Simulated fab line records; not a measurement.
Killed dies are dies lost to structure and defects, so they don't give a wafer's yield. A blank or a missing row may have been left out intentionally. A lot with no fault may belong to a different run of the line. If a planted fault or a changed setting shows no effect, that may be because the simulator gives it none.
A struck lot beside a sound one | flow gf180mcu | 15 steps out of a route of 602
Sound: the wafers L616.1, L616.2, L616.5. Wafers L628.1, L628.3, L628.4 were the ones struck. The cause is given at the end.
Each step with rows lists, per side, the tool, then ch with its chambers, then its first start. Under that, the readings that differ: sound wafers | struck wafers | difference of the means | sigmas: that difference in standard deviations of wafers without a fault.
alike: words and numbers the same on both sides, and readings whose means are apart by under 2 such deviations; not compared: readings that were withheld, readings missing a value for some wafer, numbers with overlapping values and no deviation given by the record, and bounds like >300 which may hide the same value.
A row with sigmas, a row that says differs or no value, or rows on one side alone: a step with any of these is where the two part. Numbers that don't overlap but have no deviation are shown without sigmas and don't part them. A reading that every wafer of one side lacks parts them only if that side has two wafers or more.

GF_M2_SPUTTER_04: material TiN, target thk 50 nm, time 41.7 s.
  sound on pvd sputter-01, day 19 16:02; struck on pvd sputter-02, day 24 05:14
  alike: throttle valve pct
GF_M2_RS_MEAS_05: uses a four-point probe to measure.
  sound on film metro-04, day 19 16:04; struck on film metro-02, day 24 05:16
  alike: M2_ALCU_RS
GF_M2_THK_MEAS_06: measures by xrf.
  sound on film metro-04, day 19 16:11; struck on film metro-02, day 24 05:23
  alike: M2_ALCU_THK
then, 7 steps without rows for these wafers: GF_M2_DEHYDRATE_07 (time 60 s); GF_M2_HMDS_08 (prime time 60 s); GF_M2_COAT_09 (resist thk 1006 nm); GF_M2_SOFTBAKE_10 (time 60 s); GF_M2_EXPOSE_11 (exposes mask Metal2, target cd 280 nm); GF_M2_PEB_12 (peb time 90 s); GF_M2_DEVELOP_13 (develop time 60 s).
GF_M2_CD_MEAS_14: the cd target is 280 nm.
  sound on cd sem-01, day 20 16:41; struck on cd sem-02, day 25 03:04
  alike: cd nm
GF_M2_OVL_MEAS_15:
  sound on overlay-01, day 20 16:48; struck on overlay-02, day 25 03:11
  alike: M2_OVL
GF_M2_METAL_ETCH_16: etches the open film in Cl2/BCl3, stops on SiO2, target depth 750.8 nm, time 125.1 s.
  sound on rie metal-01 ch 1, day 20 16:50; struck on rie metal-01 ch 0,1, day 25 03:13
  reading                             | sound                | struck               | difference | sigmas
  oes product au (a.u.)               | 0.985 0.984 0.984    | 0.918 0.917 0.918    | -0.067     | -11
  throttle valve pct (%)              | 28.251 28.265 28.235 | 28.313 28.307 28.315 | +0.061     | +6
  model.KrF_of_M2_COAT_09.thk nm (nm) | 696.6 696.9 697.9    | 727.3 725 725.8      | +28.9      |
  alike: drypump motor current A, rf fwd power W
  not compared: rf hours counter h
GF_M2_STRIP_17: strips in O2/N2.
  sound on plasma asher-03 ch 0,1, day 20 17:05; struck on plasma asher-04 ch 0,1, day 25 03:20
  reading                      | sound          | struck         | difference | sigmas
  strip time to endpoint s (s) | 7.50 7.51 7.52 | 7.80 7.78 7.79 | +0.28      | +5
  alike: drypump motor current A, heater power w, oes product au
  not compared: rf hours counter h
then, 1 step without rows for these wafers: GF_M2_STRIP_18 (strips in post etch residue remover, time 1200 s).

## WHERE THEY PART
Last at GF_M2_STRIP_17 as far as this record goes, first at GF_M2_METAL_ETCH_16.

WHY: whatever the simulator had introduced
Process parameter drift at GF_M2_METAL_ETCH_16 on rie metal-01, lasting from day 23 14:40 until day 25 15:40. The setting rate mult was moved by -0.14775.
